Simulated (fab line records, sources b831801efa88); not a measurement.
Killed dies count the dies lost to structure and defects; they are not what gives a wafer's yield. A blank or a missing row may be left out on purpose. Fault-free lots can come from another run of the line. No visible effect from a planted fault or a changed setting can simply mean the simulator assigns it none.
Which of the tools did it? | flow sky130 | 11 lots with 33 wafers sampled at 4 steps, on a route of 708 steps

WHAT EACH GAUGE READ, for each wafer
SKY_CAPM_THK_MEAS_04: measures by xrf. Usual: CAPM_TIN_THK 195.8 nm, standard deviation 2.7.
lot  | measured     | on           | CAPM_TIN_THK (nm) | flag
L365 | day 36 23:54 | filmMetro-04 | 201.1 197.1 198.3 | 
L366 | day 37 00:04 | filmMetro-02 | 193.8 195.2 192.1 | 
L367 | day 37 12:29 | filmMetro-02 | 195.7 196.0 194.1 | 
L368 | day 37 15:26 | filmMetro-02 | 194.7 192.7 195.1 | 
L371 | day 38 22:01 | filmMetro-02 | 200.3 196.4 201.9 | 
L374 | day 39 18:37 | filmMetro-03 | 195.6 190.8 194.6 | 
L380 | day 41 05:30 | filmMetro-02 | 193.6 192.3 191.5 | 
L379 | day 41 08:41 | filmMetro-03 | 199.1 196.5 195.7 | 
L378 | day 41 11:35 | filmMetro-04 | 199.2 200.1 198.3 | 
L386 | day 43 00:47 | filmMetro-03 | 195.3 192.7 190.7 | 
L388 | day 43 07:14 | filmMetro-02 | 201.0 196.3 199.7 | 

TOOL THAT RAN EACH LOT (tool first, then ch and the chambers of the sampled wafers, then the start)
lot  | SKY_VIA2_SPUTTER_20         | SKY_METAL3_SPUTTER_01       | SKY_METAL3_SPUTTER_02
L365 | pvdSputter-04, day 36 22:45 | pvdSputter-04, day 36 23:26 | pvdSputter-04, day 36 23:28
L366 | pvdSputter-04, day 36 22:55 | pvdSputter-01, day 36 23:37 | pvdSputter-01, day 36 23:38
L367 | pvdSputter-03, day 37 11:19 | pvdSputter-04, day 37 12:02 | pvdSputter-04, day 37 12:04
L368 | pvdSputter-03, day 37 14:17 | pvdSputter-04, day 37 14:59 | pvdSputter-04, day 37 15:01
L371 | pvdSputter-03, day 38 20:53 | pvdSputter-04, day 38 21:35 | pvdSputter-04, day 38 21:36
L374 | pvdSputter-03, day 39 17:28 | pvdSputter-01, day 39 18:10 | pvdSputter-01, day 39 18:11
L380 | pvdSputter-03, day 41 04:11 | pvdSputter-04, day 41 05:04 | pvdSputter-04, day 41 05:05
L379 | pvdSputter-02, day 41 07:04 | pvdSputter-01, day 41 08:14 | pvdSputter-01, day 41 08:16
L378 | pvdSputter-02, day 41 10:22 | pvdSputter-04, day 41 11:07 | pvdSputter-04, day 41 11:09
L386 | pvdSputter-03, day 42 23:38 | pvdSputter-03, day 43 00:20 | pvdSputter-03, day 43 00:22
L388 | pvdSputter-03, day 43 06:05 | pvdSputter-04, day 43 06:47 | pvdSputter-04, day 43 06:49
- SKY_VIA2_SPUTTER_20: material TiN, target thk 20 nm, time 80 s.
- SKY_METAL3_SPUTTER_01: material TiN, target thk 20 nm, time 16.7 s.
- SKY_METAL3_SPUTTER_02: material AlCu, target thk 735 nm, time 39.1 s.

AS READ BY THE TOOLS THEMSELVES (means over the sampled wafers that have a number; for cases with no such wafer, the mark the record gives instead)
SKY_VIA2_SPUTTER_20. Usual: cathodeDcPowerW 4000.0 W, standard deviation 0.74; throttleValvePct 30.2 %, standard deviation 0.86.
lot  | tool          | cathodeDcPowerW (W) | throttleValvePct (%) | flag
L365 | pvdSputter-04 | 4000.2              | 30.2                 | 
L366 | pvdSputter-04 | 3999.5              | 30.0                 | 
L367 | pvdSputter-03 | 4000.4              | 30.4                 | 
L368 | pvdSputter-03 | 4000.1              | 30.3                 | 
L371 | pvdSputter-03 | 3999.5              | 30.4                 | 
L374 | pvdSputter-03 | 4000.4              | 30.3                 | 
L380 | pvdSputter-03 | 3999.4              | 30.4                 | 
L379 | pvdSputter-02 | 3999.8              | 30.7                 | 
L378 | pvdSputter-02 | 3999.9              | 29.8                 | 
L386 | pvdSputter-03 | 4000.9              | 30.6                 | 
L388 | pvdSputter-03 | 3999.9              | 30.5                 | 

SKY_METAL3_SPUTTER_01. Usual: cathodeDcPowerW 6500.0 W, standard deviation 1.2; throttleValvePct 30.2 %, standard deviation 0.86.
lot  | tool          | cathodeDcPowerW (W) | throttleValvePct (%) | flag
L365 | pvdSputter-04 | 6499.9              | 29.2                 | 
L366 | pvdSputter-01 | 6500.8              | 29.7                 | 
L367 | pvdSputter-04 | 6498.0              | 30.6                 | 
L368 | pvdSputter-04 | 6500.8              | 30.6                 | 
L371 | pvdSputter-04 | 6500.8              | 29.9                 | 
L374 | pvdSputter-01 | 6499.8              | 30.6                 | 
L380 | pvdSputter-04 | 6500.1              | 29.1                 | 
L379 | pvdSputter-01 | 6501.0              | 30.4                 | 
L378 | pvdSputter-04 | 6498.9              | 30.1                 | 
L386 | pvdSputter-03 | 6498.9              | 30.2                 | 
L388 | pvdSputter-04 | 6500.8              | 30.0                 | 

SKY_METAL3_SPUTTER_02. Usual: cathodeDcPowerW 10600 W, standard deviation 1.8; throttleValvePct 30.2 %, standard deviation 0.87.
lot  | tool          | cathodeDcPowerW (W) | throttleValvePct (%) | flag
L365 | pvdSputter-04 | 10599               | 29.0                 | 
L366 | pvdSputter-01 | 10603               | 29.7                 | 
L367 | pvdSputter-04 | 10599               | 30.7                 | 
L368 | pvdSputter-04 | 10600               | 30.7                 | 
L371 | pvdSputter-04 | 10599               | 29.9                 | 
L374 | pvdSputter-01 | 10600               | 30.6                 | 
L380 | pvdSputter-04 | 10601               | 29.1                 | 
L379 | pvdSputter-01 | 10310               | 30.4                 | OFF
L378 | pvdSputter-04 | 10599               | 30.2                 | 
L386 | pvdSputter-03 | 10599               | 30.2                 | 
L388 | pvdSputter-04 | 10601               | 30.0                 | 

THE ANSWER, worked out from the rows above alone
Rule: a lot counts as off when the mean over its wafers that have a number is more than 3 standard deviations away from the usual mean. Also off: a lot with no number at a reading for which 4 or more lots have one. Any other lot the step has rows for is counted as sound. Order of review: gauges by route order, followed by the tools' own readings, for which a lot's mean as printed above is used. At the first step where some lot is off, the reading lying furthest off is the one used; lots without a number count as furthest.
Off: L379 (SKY_METAL3_SPUTTER_02, cathodeDcPowerW).
A tool fits if, at that step or a process step before it, it ran every lot that is off, and no sound lot after the first of them. One candidate fits, namely pvdSputter-01 at SKY_METAL3_SPUTTER_01 and SKY_METAL3_SPUTTER_02. At SKY_METAL3_SPUTTER_01 its last sound lot is L374 (day 39 18:10), its first lot that is off L379 (day 41 08:14): a fault that began between those two fits.

WHAT HAD BEEN PUT IN BY THE SIMULATOR
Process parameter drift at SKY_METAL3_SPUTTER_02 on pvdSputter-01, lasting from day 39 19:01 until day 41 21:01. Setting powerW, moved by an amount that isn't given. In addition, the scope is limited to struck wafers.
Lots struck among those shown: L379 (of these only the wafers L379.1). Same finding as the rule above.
